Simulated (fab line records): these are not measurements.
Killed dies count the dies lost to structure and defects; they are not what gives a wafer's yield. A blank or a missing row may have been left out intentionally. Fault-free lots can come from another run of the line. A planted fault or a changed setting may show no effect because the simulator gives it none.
fab line records	flow sky130
record: lots: 6	wafers: 18	lastDay: 50
route steps=708 shown CONTACT@423 METAL1@434 PAD_OPEN@708
lots that met no fault: from a run of the same line without faults
startH: the number of hours between the record's first day and the start of the first shown wafer of the lot	waitH: hours from the lot's prior step to this one	" repeats the value in the row above	L1.1+2: several wafers, shown together as one row	- value missing, or start not given	* or withheld: withheld	< > ~ a bound
route shown NAME@n: a module of which the file shows steps, and the number in the route of the first	usual: mean/standard deviation of fault-free wafers	same: alike in all rows	chamber/n: place in a boat	sites: readings site by site	_std_site: standard deviation of those values	_edge_site: mean of outer sites minus mean of inner sites	radiusMm: how far each site lies from the wafer's centre	mask NAME#n: copy n	behind: the last tool/chamber to shape the wafer	hold: cause of the lot's hold/its duration in hours/its outcome	device: transistor that didn't switch, given as n, p or np	end of line: tests of these same wafers at the route's end	where a step has no rows: the recipe by itself	killed: the dies lost at the first sort to structure and to defects; this is not the yield of the wafer	map: the dies of a wafer, with x for killed, . for not killed, _ for no die there
set.NAME: the setting as run; set.NAME@STEP: as run at that earlier step	model.NAME: the simulator's own value behind a step, which no gauge read
lots at some steps of the route; a table a step, a row a wafer
services: when a tool's chamber went out of use (startH, in hours from the record's first day, below 0 if earlier), for how many hours, and the reason
== steps ==
step: SKY_CONTACT_ETCH_17
recipe: target: SiO2	chemistry: C4F8/O2/Ar	stopOn: Si3N4	maskMaterial: KrF-thick	sourceW: 1500	biasW: 1200	pressureMtorr: 40	c4f8FlowSccm: withheld	O2_flow_sccm: 6	Ar_flow_sccm: 300	timeS: withheld	targetDepthA: 3400
usual: oesProductAu: 0.892/0.0046
lot.wafer	tool	chamber	startH	waitH	oesProductAu
L705.1	rieDiel-04	2	735.69	0.0	0.897
L705.3	"	0	"	"	0.884
L705.6	"	2	"	"	0.891
L720.4	rieDiel-04	1	855.97	0.0	0.888
L720.5	"	2	"	"	0.893
L720.6	"	3	"	"	0.891
L722.1	rieDiel-03	1	877.14	0.0	0.892
L722.3	"	2	"	"	0.893
L722.5	"	1	"	"	0.882
L723.2	rieDiel-04	2	878.89	0.0	0.891
L723.3	"	0	"	"	0.891
L723.6	"	3	"	"	0.895
L724.1	rieDiel-02	2	883.74	0.0	0.895
L724.2	"	3	"	"	0.877
L724.5	"	2	"	"	0.892
L727.1	rieDiel-04	3	899.78	0.0	0.893
L727.3	"	1	"	"	0.893
L727.5	"	1	"	"	0.893
step: SKY_CONTACT_ETCH_18
recipe: target: Si3N4	chemistry: CHF3/O2	stopOn: TiN	sourceW: 600	biasW: 200	pressureMtorr: 40	chf3FlowSccm: 50	O2_flow_sccm: 5	timeS: 39	targetDepthA: 750
usual: drypumpMotorCurrentA: 5.7/0.35	oesProductAu: 0.855/0.0083	throttleValvePct: 8.794/0.0095
lot.wafer	tool	chamber	startH	waitH	drypumpMotorCurrentA	oesProductAu	rfHoursCounterH	throttleValvePct
L705.1	rieDiel-04	2	-	-	5.2	0.853	4	8.786
L705.3	"	0	"	"	6.1	0.844	19	8.787
L705.6	"	2	"	"	5.2	0.863	-	8.807
L720.4	rieDiel-04	1	-	-	6.0	0.851	-	8.798
L720.5	"	2	"	"	5.2	0.859	-	8.787
L720.6	"	3	"	"	6.0	0.851	-	8.798
L722.1	rieDiel-03	1	-	-	5.8	0.864	14	8.810
L722.3	"	2	"	"	5.2	0.850	8	8.786
L722.5	"	1	"	"	5.8	0.871	-	8.788
L723.2	rieDiel-04	2	-	-	5.2	0.849	9	8.800
L723.3	"	0	"	"	6.1	0.836	23	8.789
L723.6	"	3	"	"	6.0	0.849	-	8.791
L724.1	rieDiel-02	2	-	-	5.3	0.866	7	8.797
L724.2	"	3	"	"	5.5	0.859	4	8.794
L724.5	"	2	"	"	5.3	0.857	-	8.788
L727.1	rieDiel-04	3	-	-	6.0	0.853	9	8.803
L727.3	"	1	"	"	6.0	0.853	9	8.794
L727.5	"	1	"	"	6.0	0.858	-	8.801
step: SKY_CONTACT_STRIP_19
recipe: chemistry: O2/N2	powerW: 1400	pressureMtorr: 1500	platenTempC: withheld	o2FlowSccm: 3000	n2FlowSccm: 300	overashFraction: 0.5
usual: drypumpMotorCurrentA: 5.5/0.51	oesProductAu: 0.381/0.0044	stripTimeToEndpointS: 3.61/0.042
same: overashFraction: 0.5
lot.wafer	tool	chamber	startH	waitH	drypumpMotorCurrentA	oesProductAu	rfHoursCounterH	stripTimeToEndpointS
L705.1	plasmaAsher-03	1	735.78	-	5.5	0.383	62	3.55
L705.3	"	0	"	"	5.6	0.382	-	3.64
L705.6	"	1	"	"	5.5	0.379	-	3.56
L720.4	plasmaAsher-03	1	856.07	-	5.5	0.379	-	3.62
L720.5	"	0	"	"	5.6	0.379	-	3.61
L720.6	"	1	"	"	5.5	0.377	-	3.63
L722.1	plasmaAsher-03	1	877.23	-	5.5	0.385	77	3.66
L722.3	"	1	"	"	5.5	0.382	-	3.54
L722.5	"	1	"	"	5.5	0.379	-	3.65
L723.2	plasmaAsher-03	0	878.98	-	5.6	0.376	77	3.56
L723.3	"	1	"	"	5.5	0.374	-	3.59
L723.6	"	1	"	"	5.5	0.386	-	3.60
L724.1	plasmaAsher-02	1	883.83	-	6.1	0.381	45	3.63
L724.2	"	0	"	"	6.6	0.385	45	3.68
L724.5	"	1	"	"	6.1	0.387	-	3.66
L727.1	plasmaAsher-04	0	899.87	-	4.7	0.384	109	3.64
L727.3	"	1	"	"	5.3	0.382	-	3.64
L727.5	"	0	"	"	4.7	0.389	-	3.65
step: SKY_CONTACT_STRIP_20
recipe: chemistry: postEtchResidueRemover	timeS: 1200	tempC: 72.5
step: SKY_CONTACT_CLEAN_21
recipe: chemistry: IPA	timeS: 180	tempC: 25
step: SKY_CONTACT_CLEAN_22
recipe: chemistry: O3/DIW	dry: n2Spin
step: SKY_CONTACT_SPUTTER_23
recipe: material: TiN	targetThkNm: 20	chamberPressurePa: 5	powerW: 4000	timeS: 80
usual: cathodeDcPowerW: 4000.0/0.79	throttleValvePct: 29.9/0.86
lot.wafer	tool	chamber	startH	waitH	cathodeDcPowerW	throttleValvePct
L705.1	pvdSputter-03	-	736.37	0.0	3999.8	30.5
L705.3	"	-	"	"	4000.2	29.9
L705.6	"	-	"	"	4000.1	30.5
L720.4	pvdSputter-04	-	856.62	0.0	4000.9	30.6
L720.5	"	-	"	"	3999.9	29.2
L720.6	"	-	"	"	3999.1	31.0
L722.1	pvdSputter-03	-	877.82	0.0	4000.4	30.9
L722.3	"	-	"	"	4000.0	30.4
L722.5	"	-	"	"	4000.7	30.2
L723.2	pvdSputter-04	-	879.58	0.0	4000.9	30.4
L723.3	"	-	"	"	4000.0	29.0
L723.6	"	-	"	"	4000.5	31.0
L724.1	pvdSputter-01	-	884.42	0.0	3998.9	29.0
L724.2	"	-	"	"	4000.3	30.6
L724.5	"	-	"	"	4000.0	28.6
L727.1	pvdSputter-04	-	900.46	0.0	3999.9	31.0
L727.3	"	-	"	"	4001.4	29.5
L727.5	"	-	"	"	4001.1	31.0
step: SKY_CONTACT_CVD_24
recipe: material: W	targetThkNm: 340	timeS: 102.12	tempC: 400	pressureTorr: 40
usual: heaterPowerW: 887/66
lot.wafer	tool	chamber	startH	waitH	heaterPowerW
L705.1	cvdW-01	0	736.43	0.0	865
L705.3	"	0	"	"	844
L705.6	"	1	"	"	969
L720.4	cvdW-01	0	856.80	0.1	834
L720.5	"	0	"	"	841
L720.6	"	0	"	"	857
L722.1	cvdW-02	0	877.88	0.0	802
L722.3	"	1	"	"	912
L722.5	"	0	"	"	798
L723.2	cvdW-01	1	879.64	0.0	948
L723.3	"	1	"	"	944
L723.6	"	1	"	"	976
L724.1	cvdW-02	1	884.48	0.0	904
L724.2	"	0	"	"	806
L724.5	"	1	"	"	899
L727.1	cvdW-01	1	900.52	0.0	956
L727.3	"	1	"	"	974
L727.5	"	0	"	"	854
step: SKY_CONTACT_RS_MEAS_25
recipe: thkMeasGauge: four-point-probe	reads: W_of_CONTACT_CVD_24+TiN_of_CONTACT_SPUTTER_23
usual: CONTACT_W_RS: 0.338/0.0041
lot.wafer	tool	chamber	startH	waitH	CONTACT_W_RS[ohm/sq]
L705.1	filmMetro-01	-	736.54	0.1	0.341
L705.3	"	-	"	"	0.339
L705.6	"	-	"	"	0.337
L720.4	filmMetro-02	-	856.97	0.1	0.341
L720.5	"	-	"	"	0.345
L720.6	"	-	"	"	0.341
L722.1	filmMetro-04	-	877.99	0.1	0.342
L722.3	"	-	"	"	0.347
L722.5	"	-	"	"	0.339
L723.2	filmMetro-04	-	879.77	0.1	0.337
L723.3	"	-	"	"	0.338
L723.6	"	-	"	"	0.339
L724.1	filmMetro-04	-	884.59	0.1	0.341
L724.2	"	-	"	"	0.337
L724.5	"	-	"	"	0.340
L727.1	filmMetro-02	-	900.63	0.1	0.337
L727.3	"	-	"	"	0.336
L727.5	"	-	"	"	0.337
step: SKY_CONTACT_THK_MEAS_26
recipe: thkMeasGauge: xrf	reads: W_of_CONTACT_CVD_24
usual: CONTACT_W_THK: 354/5.4
lot.wafer	tool	chamber	startH	waitH	CONTACT_W_THK[nm]
L705.1	filmMetro-01	-	736.66	0.1	349
L705.3	"	-	"	"	354
L705.6	"	-	"	"	353
L720.4	filmMetro-02	-	857.06	0.1	349
L720.5	"	-	"	"	342
L720.6	"	-	"	"	345
L722.1	filmMetro-04	-	878.11	0.1	354
L722.3	"	-	"	"	348
L722.5	"	-	"	"	356
L723.2	filmMetro-04	-	879.88	0.1	359
L723.3	"	-	"	"	356
L723.6	"	-	"	"	356
L724.1	filmMetro-04	-	884.71	0.1	352
L724.2	"	-	"	"	360
L724.5	"	-	"	"	356
L727.1	filmMetro-02	-	900.75	0.1	355
L727.3	"	-	"	"	356
L727.5	"	-	"	"	355
step: SKY_CONTACT_CMP_27
recipe: stopOn: SiO2	tOverpolishS: 15	downForcePsi: 3.5	platenRpm: 60	targetThkNm: 0	padVelocityMS: 0.94248
step: SKY_METAL1_SPUTTER_00
recipe: material: Ti	targetThkNm: 15	powerW: 3000	timeS: 10	chamberPressurePa: 0.4
step: SKY_METAL1_SPUTTER_01
recipe: material: TiN	targetThkNm: 20	powerW: 6500	timeS: 16.7	chamberPressurePa: 0.4
usual: cathodeDcPowerW: 6499.9/1.1	throttleValvePct: 30.4/0.84
lot.wafer	tool	chamber	startH	waitH	cathodeDcPowerW	throttleValvePct	model.TiN_of_METAL1_SPUTTER_01.thkNm
L705.1	pvdSputter-02	-	737.97	0.0	6498.1	30.7	20.34
L705.3	"	-	"	"	6502.3	31.1	20.18
L705.6	"	-	"	"	6501.5	30.3	20.39
L720.4	pvdSputter-03	-	857.41	0.0	6499.3	29.7	20.4
L720.5	"	-	"	"	6500.4	30.1	20.31
L720.6	"	-	"	"	6499.8	31.2	20.02
L722.1	pvdSputter-04	-	878.50	0.0	6501.1	30.7	19.67
L722.3	"	-	"	"	6499.8	29.4	20.09
L722.5	"	-	"	"	6500.8	31.3	20.18
L723.2	pvdSputter-02	-	880.25	0.0	6161.0	29.0	18.96
L723.3	"	-	"	"	6161.0	31.1	18.68
L723.6	"	-	"	"	6161.0	31.0	18.77
L724.1	pvdSputter-02	-	885.09	0.0	6161.2	30.4	19.46
L724.2	"	-	"	"	6161.8	31.0	19.52
L724.5	"	-	"	"	6160.0	31.0	19.28
L727.1	pvdSputter-03	-	901.14	0.0	6497.7	29.9	19.92
L727.3	"	-	"	"	6499.8	30.9	19.99
L727.5	"	-	"	"	6501.0	31.4	19.8
step: SKY_METAL1_SPUTTER_02
recipe: material: AlCu	targetThkNm: 250	powerW: 10600	timeS: 13.3	chamberPressurePa: 0.4
step: SKY_PAD_OPEN_PROBE_99
usual: defectLimitedYield: 82.9/2	killed_at_M0_to_M3: 42/7.6	killed_at_M4_up: 2.9/1.7	killedAtContacts: 24/5.1	killedAtFrontEnd: 15/4	killedAtOther: 0.2/0.38	killedDies: 84/9.9	killedOpen: 46/7.2	killedShort: 38/6.6	sort_bin_3_pad_short: 0.9/0.38	sort_bin_5_function: 10.2/1.5	sort_bin_6_memory: 6.0/1	sortNPass: 408/9.9	sortYieldPct: 82.9/2
same: grossDies: 492	killedAtBackSide: 0	sort_bin_4_leakage[%]: 0	sort_bin_8_speed[%]: 0
lot.wafer	tool	chamber	startH	waitH	defectLimitedYield[%]	killed_at_M0_to_M3	killed_at_M4_up	killedAtContacts	killedAtFrontEnd	killedAtOther	killedDies	killedOpen	killedShort	sort_bin_3_pad_short[%]	sort_bin_5_function[%]	sort_bin_6_memory[%]	sortNPass	sortYieldPct[%]
L720.4	prober-01	-	1165.55	0.2	85.8	41	3	14	12	0	70	41	29	1.0	8.1	5.1	422	85.8
L720.5	prober-01	-	1165.60	0.2	80.5	42	2	26	26	0	96	56	40	1.4	11.8	6.3	396	80.5
L720.6	prober-01	-	1165.65	0.2	83.7	44	1	20	15	0	80	41	39	0.8	10.2	5.3	412	83.7
L727.1	prober-02	-	1196.32	0.1	85.4	41	3	19	9	0	72	37	35	1.2	8.9	4.5	420	85.4
L727.3	prober-02	-	1196.42	0.2	82.1	40	3	28	17	0	88	46	42	1.0	10.4	6.5	404	82.1
L727.5	prober-02	-	1196.52	0.2	81.3	42	4	25	21	0	92	52	40	1.0	10.2	7.5	400	81.3
killed by level:class
L720.4 VIA1:geometricParticle:open=12 VIA1:geometricParticle:short=6 LI_CONTACT:geometricParticle:open=5 VIA3:geometricParticle:open=4 CONTACT:geometricParticle:open=4 METAL1:geometricParticle:short=4 METAL2:geometricParticle:short=4 SONOS_ONO:geometricParticle:open=3
L720.5 FIELD_ISO:geometricParticle:open=9 VIA1:geometricParticle:open=9 CONTACT:geometricParticle:open=8 VIA2:geometricParticle:open=8 METAL1:geometricParticle:short=7 LI_CONTACT:geometricParticle:open=6 LOCAL_INTERCONNECT:geometricParticle:short=5 CONTACT:geometricParticle:short=5
L720.6 VIA1:geometricParticle:open=12 CONTACT:geometricParticle:open=10 METAL2:geometricParticle:short=9 POLY_GATE:geometricParticle:open=4 POLY_GATE:geometricParticle:short=4 VIA2:geometricParticle:open=4 LI_CONTACT:geometricParticle:open=4 VIA2:geometricParticle:short=4
L727.1 VIA1:geometricParticle:open=8 LI_CONTACT:geometricParticle:open=7 CONTACT:geometricParticle:open=7 METAL1:geometricParticle:short=7 VIA3:geometricParticle:open=5 METAL3:geometricParticle:short=5 METAL2:geometricParticle:short=4 FIELD_ISO:geometricParticle:short=3
L727.3 CONTACT:geometricParticle:open=12 METAL2:geometricParticle:short=7 VIA1:geometricParticle:open=7 METAL1:geometricParticle:short=7 FIELD_ISO:geometricParticle:short=6 LI_CONTACT:geometricParticle:open=6 VIA3:geometricParticle:open=5 POLY_GATE:geometricParticle:short=4
L727.5 LI_CONTACT:geometricParticle:open=10 VIA1:geometricParticle:open=10 METAL2:geometricParticle:short=8 CONTACT:geometricParticle:open=7 POLY_GATE:geometricParticle:short=6 VIA2:geometricParticle:open=6 VIA3:geometricParticle:open=5 VIA1:geometricParticle:short=5
== services ==
tool	chamber	startH	hours	kind
rieDiel-04	1	712.95	76.1	repair
rieDiel-03	3	716.93	8.7	repair
pvdSputter-02	-	717.27	3.4	repair
rieDiel-03	1	720.08	31.5	repair
pvdSputter-04	-	737.25	5.2	repair
cvdW-01	-	758.46	2.8	pm
cvdW-02	-	784.24	0.8	repair
pvdSputter-02	-	785.77	3.3	repair
pvdSputter-02	-	788.76	2.8	repair
rieDiel-02	3	793.05	4.7	repair
pvdSputter-01	-	794.86	1.2	repair
rieDiel-03	1	795.40	7.5	repair
pvdSputter-04	-	804.81	5.1	repair
rieDiel-04	0	813.87	4.2	repair
rieDiel-04	1	814.40	4.0	repair
cvdW-01	0	814.57	3.7	repair
rieDiel-04	2	830.99	3.2	repair
rieDiel-03	-	846.57	0.5	repair
rieDiel-04	0	853.94	8.6	repair
cvdW-01	1	856.25	11.1	repair
rieDiel-04	0	865.71	4.8	repair
rieDiel-02	0	866.96	3.0	repair
pvdSputter-03	-	879.41	2.4	repair
plasmaAsher-03	-	887.98	2.4	repair
== key ==
firstSign: step: SKY_METAL1_SPUTTER_01	reading: cathodeDcPowerW	direction: down	sigmas: 99+	usual: 6499.9	struck: 6161.0
effect none on later readings
modelEffect: step: SKY_METAL1_SPUTTER_01	value: TiN_of_METAL1_SPUTTER_01.thkNm	without: 20.16	struck: 19.11
metAt SKY_METAL1_SPUTTER_01
struckWafers L723.2,L723.3,L723.6,L724.1,L724.2,L724.5
onsetBetween 737.97 880.25
fault: kind: processParameterDrift	tool: pvdSputter-02	chamber: -	onsetH: 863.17	steps: SKY_METAL1_SPUTTER_01	channel: powerW	offset: *	shape: step	endH: 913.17	actsIn: *	stated: *
